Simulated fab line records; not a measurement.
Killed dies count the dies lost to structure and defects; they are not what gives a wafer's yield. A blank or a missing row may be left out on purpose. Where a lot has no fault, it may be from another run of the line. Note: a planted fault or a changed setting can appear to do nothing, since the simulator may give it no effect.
Chamber matching / flow gf180mcu / GF_V4_CMP_26 on cmp-02 has 4 sister chambers
The step polishes, stops on SiO2, t overpolish 15 s, target thk 0 nm. 36 wafers are shown with their chamber, then 12 later ones without.

== WAFERS, EACH WITH ITS CHAMBER ==
wafer=L074.1; chamber=0; motor_current_A (A)=10.5; time_to_endpoint_s (s)=82; overpolish_run_s (s)=14.994
wafer=L074.4; chamber=3; motor_current_A (A)=10.1; time_to_endpoint_s (s)=83; overpolish_run_s (s)=14.996
wafer=L074.6; chamber=1; motor_current_A (A)=11.0; time_to_endpoint_s (s)=85; overpolish_run_s (s)=15.014
wafer=L075.2; chamber=0; motor_current_A (A)=11.1; time_to_endpoint_s (s)=85; overpolish_run_s (s)=14.985
wafer=L075.4; chamber=3; motor_current_A (A)=10.1; time_to_endpoint_s (s)=82; overpolish_run_s (s)=15.005
wafer=L075.6; chamber=1; motor_current_A (A)=11.6; time_to_endpoint_s (s)=87; overpolish_run_s (s)=14.992
wafer=L079.1; chamber=0; motor_current_A (A)=10.8; time_to_endpoint_s (s)=85; overpolish_run_s (s)=14.997
wafer=L079.3; chamber=2; motor_current_A (A)=9.1; time_to_endpoint_s (s)=90; overpolish_run_s (s)=14.984
wafer=L079.5; chamber=0; motor_current_A (A)=10.4; time_to_endpoint_s (s)=83; overpolish_run_s (s)=15.012
wafer=L080.2; chamber=1; motor_current_A (A)=12.1; time_to_endpoint_s (s)=88; overpolish_run_s (s)=15.004
wafer=L080.3; chamber=3; motor_current_A (A)=10.1; time_to_endpoint_s (s)=82; overpolish_run_s (s)=14.984
wafer=L080.5; chamber=1; motor_current_A (A)=12.1; time_to_endpoint_s (s)=90; overpolish_run_s (s)=14.985
wafer=L080.1; chamber=0; motor_current_A (A)=10.1; time_to_endpoint_s (s)=88; overpolish_run_s (s)=14.980
wafer=L080.4; chamber=2; motor_current_A (A)=9.6; time_to_endpoint_s (s)=87; overpolish_run_s (s)=15.013
wafer=L080.6; chamber=2; motor_current_A (A)=9.6; time_to_endpoint_s (s)=86; overpolish_run_s (s)=14.982
wafer=L082.1; chamber=2; motor_current_A (A)=9.2; time_to_endpoint_s (s)=88; overpolish_run_s (s)=15.003
wafer=L082.4; chamber=0; motor_current_A (A)=10.7; time_to_endpoint_s (s)=85; overpolish_run_s (s)=15.017
wafer=L082.6; chamber=1; motor_current_A (A)=12.2; time_to_endpoint_s (s)=87; overpolish_run_s (s)=15.006
wafer=L083.2; chamber=0; motor_current_A (A)=10.4; time_to_endpoint_s (s)=87; overpolish_run_s (s)=14.993
wafer=L083.3; chamber=2; motor_current_A (A)=9.5; time_to_endpoint_s (s)=87; overpolish_run_s (s)=15.012
wafer=L083.4; chamber=3; motor_current_A (A)=10.0; time_to_endpoint_s (s)=82; overpolish_run_s (s)=14.999
wafer=L084.3; chamber=3; motor_current_A (A)=10.0; time_to_endpoint_s (s)=79; overpolish_run_s (s)=15.006
wafer=L084.5; chamber=2; motor_current_A (A)=9.5; time_to_endpoint_s (s)=86; overpolish_run_s (s)=14.986
wafer=L084.6; chamber=3; motor_current_A (A)=10.4; time_to_endpoint_s (s)=80; overpolish_run_s (s)=14.983
wafer=L085.1; chamber=3; motor_current_A (A)=10.0; time_to_endpoint_s (s)=86; overpolish_run_s (s)=14.995
wafer=L085.2; chamber=1; motor_current_A (A)=11.2; time_to_endpoint_s (s)=86; overpolish_run_s (s)=15.001
wafer=L085.3; chamber=2; motor_current_A (A)=9.2; time_to_endpoint_s (s)=91; overpolish_run_s (s)=14.996
wafer=L085.4; chamber=0; motor_current_A (A)=10.9; time_to_endpoint_s (s)=82; overpolish_run_s (s)=14.999
wafer=L085.5; chamber=2; motor_current_A (A)=9.3; time_to_endpoint_s (s)=85; overpolish_run_s (s)=14.993
wafer=L085.6; chamber=1; motor_current_A (A)=11.6; time_to_endpoint_s (s)=87; overpolish_run_s (s)=15.012
wafer=L086.2; chamber=1; motor_current_A (A)=11.4; time_to_endpoint_s (s)=89; overpolish_run_s (s)=15.000
wafer=L086.4; chamber=0; motor_current_A (A)=10.7; time_to_endpoint_s (s)=86; overpolish_run_s (s)=14.993
wafer=L086.5; chamber=1; motor_current_A (A)=11.6; time_to_endpoint_s (s)=89; overpolish_run_s (s)=15.015
wafer=L087.2; chamber=3; motor_current_A (A)=9.6; time_to_endpoint_s (s)=86; overpolish_run_s (s)=15.003
wafer=L087.3; chamber=2; motor_current_A (A)=9.3; time_to_endpoint_s (s)=91; overpolish_run_s (s)=15.004
wafer=L087.6; chamber=0; motor_current_A (A)=10.1; time_to_endpoint_s (s)=89; overpolish_run_s (s)=15.005

SIGNATURES, as means of the wafers listed above
reading=motor_current_A; chamber 0=10.570; chamber 1=11.644; chamber 2=9.367; chamber 3=10.037; scatter within a chamber=0.306
reading=time_to_endpoint_s; chamber 0=85.20; chamber 1=87.56; chamber 2=87.89; chamber 3=82.50; scatter within a chamber=2.21
reading=overpolish_run_s; chamber 0=14.99750; chamber 1=15.00322; chamber 2=14.99700; chamber 3=14.99638; scatter within a chamber=0.0106
Rule: for each reading, subtract the chamber's mean from the wafer's reading, divide by that reading's scatter and square the result; add these up over the readings and take the root, which gives the wafer's distance from the chamber. If the next closest chamber is less than 2 further off than the closest, the wafer can't be placed; otherwise it belongs to the closest. The scatter: the root of (the sum of the squares of (reading less its chamber's mean) over the shown wafers, divided by (wafers less chambers)).

== WAFERS WITHOUT THEIR CHAMBER ==
wafer=L089.2; motor_current_A (A)=9.5; time_to_endpoint_s (s)=89; overpolish_run_s (s)=15.017
wafer=L089.4; motor_current_A (A)=11.5; time_to_endpoint_s (s)=93; overpolish_run_s (s)=14.997
wafer=L089.6; motor_current_A (A)=11.6; time_to_endpoint_s (s)=92; overpolish_run_s (s)=15.006
wafer=L092.2; motor_current_A (A)=9.5; time_to_endpoint_s (s)=95; overpolish_run_s (s)=14.995
wafer=L092.3; motor_current_A (A)=11.3; time_to_endpoint_s (s)=92; overpolish_run_s (s)=14.998
wafer=L092.4; motor_current_A (A)=10.3; time_to_endpoint_s (s)=89; overpolish_run_s (s)=15.012
wafer=L091.2; motor_current_A (A)=11.9; time_to_endpoint_s (s)=93; overpolish_run_s (s)=15.002
wafer=L091.3; motor_current_A (A)=10.4; time_to_endpoint_s (s)=93; overpolish_run_s (s)=14.999
wafer=L091.5; motor_current_A (A)=11.9; time_to_endpoint_s (s)=91; overpolish_run_s (s)=15.002
wafer=L095.4; motor_current_A (A)=9.3; time_to_endpoint_s (s)=91; overpolish_run_s (s)=15.019
wafer=L095.5; motor_current_A (A)=9.4; time_to_endpoint_s (s)=93; overpolish_run_s (s)=15.009
wafer=L095.6; motor_current_A (A)=11.1; time_to_endpoint_s (s)=94; overpolish_run_s (s)=15.014

== CHAMBER TAKEN BY EACH ==
wafer=L089.2; from the rows above=can't be placed: 2 or 3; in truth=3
wafer=L089.4; from the rows above=1; in truth=1
wafer=L089.6; from the rows above=1; in truth=1
wafer=L092.2; from the rows above=2; in truth=2
wafer=L092.3; from the rows above=can't be placed: 1 or 0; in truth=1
wafer=L092.4; from the rows above=can't be placed: 0 or 3 or 2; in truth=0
wafer=L091.2; from the rows above=1; in truth=1
wafer=L091.3; from the rows above=can't be placed: 0 or 2 or 1 or 3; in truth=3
wafer=L091.5; from the rows above=1; in truth=1
wafer=L095.4; from the rows above=2; in truth=2
wafer=L095.5; from the rows above=2; in truth=2
wafer=L095.6; from the rows above=can't be placed: 1 or 0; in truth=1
7 of 12 placed correctly. Unplaceable from these rows: 5, with the true chamber sitting among the candidates in 5. Wrongly placed: 0.
